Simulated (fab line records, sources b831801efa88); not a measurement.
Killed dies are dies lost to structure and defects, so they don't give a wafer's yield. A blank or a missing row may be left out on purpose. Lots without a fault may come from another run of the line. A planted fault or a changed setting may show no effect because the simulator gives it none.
Problem report in the 8D (eight disciplines) form, filled by code | flow sky130 | the parts of the form that need people (team, actions taken, sign-off) are left out

1. THE PROBLEM
tilt_deg at SKY_LDD_N_IMPLANT_12 reads a mean of 0.011 degrees on 6 wafers of 2 lots; wafers without a fault read 30.002 degrees with a standard deviation of 0.023. That is -99 or more standard deviations from the usual mean.
First seen on wafer L269.2, day 20 21:10, on implanter-01. The record holds 18 wafers of 6 lots with a number at this step. Rule for "out", or "out of limits": more than 4 standard deviations from the usual mean. The other wafers with a number count as sound.

2. WHAT IT IS AND WHAT IT IS NOT
question                    | is                     | is not
which readings at this step | tilt_deg               | -
which lots                  | L269, L273             | L265, L280, L282, L283
which wafers of those lots  | all that have a number | -
read on which tools         | implanter-01           | implanter-02, implanter-04
when                        | from day 20 21:10      | up to then (3 sound wafers); but 9 sound wafers of L280, L282, L283 came after

3. SUSPECTS, AND WHAT RULES EACH OUT
Counting: a tool at a process step up to the reading stays a suspect if it ran every lot that is out and no sound lot after the first of them.
- implanter-01 at SKY_LDD_N_IMPLANT_12: ruled out as a lasting fault. Sound lots L283 ran on it after its first lot that is out, L269 (day 20 21:10).
Left after counting: nothing in the record.

4. THE CAUSE (what the simulator had put in)
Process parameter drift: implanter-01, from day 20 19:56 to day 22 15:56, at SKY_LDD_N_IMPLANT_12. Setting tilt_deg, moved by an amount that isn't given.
Counting ruled it out, wrongly.

5. THE CHAIN OF EFFECTS, in route order
Each row: a reading whose mean over the struck wafers that have a number lies more than 3 standard deviations from the usual. Only readings for which the record gives a usual standard deviation are gone through. hours: the time from each lot's start at the first step in this table that gives one to its start at this step, as a median over the lots. sigmas: the change in usual standard deviations.
hours | step                 | reading  | usual          | on struck wafers | change  | sigmas
0     | SKY_LDD_N_IMPLANT_12 | tilt_deg | 30.002 degrees | 0.011            | -29.991 | -99 or more
The process steps in it:
- SKY_LDD_N_IMPLANT_12

6. WHAT WOULD HAVE CAUGHT IT SOONER
In this record the first reading out of limits was taken at day 20 21:10, 1 hour after the fault began at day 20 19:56.
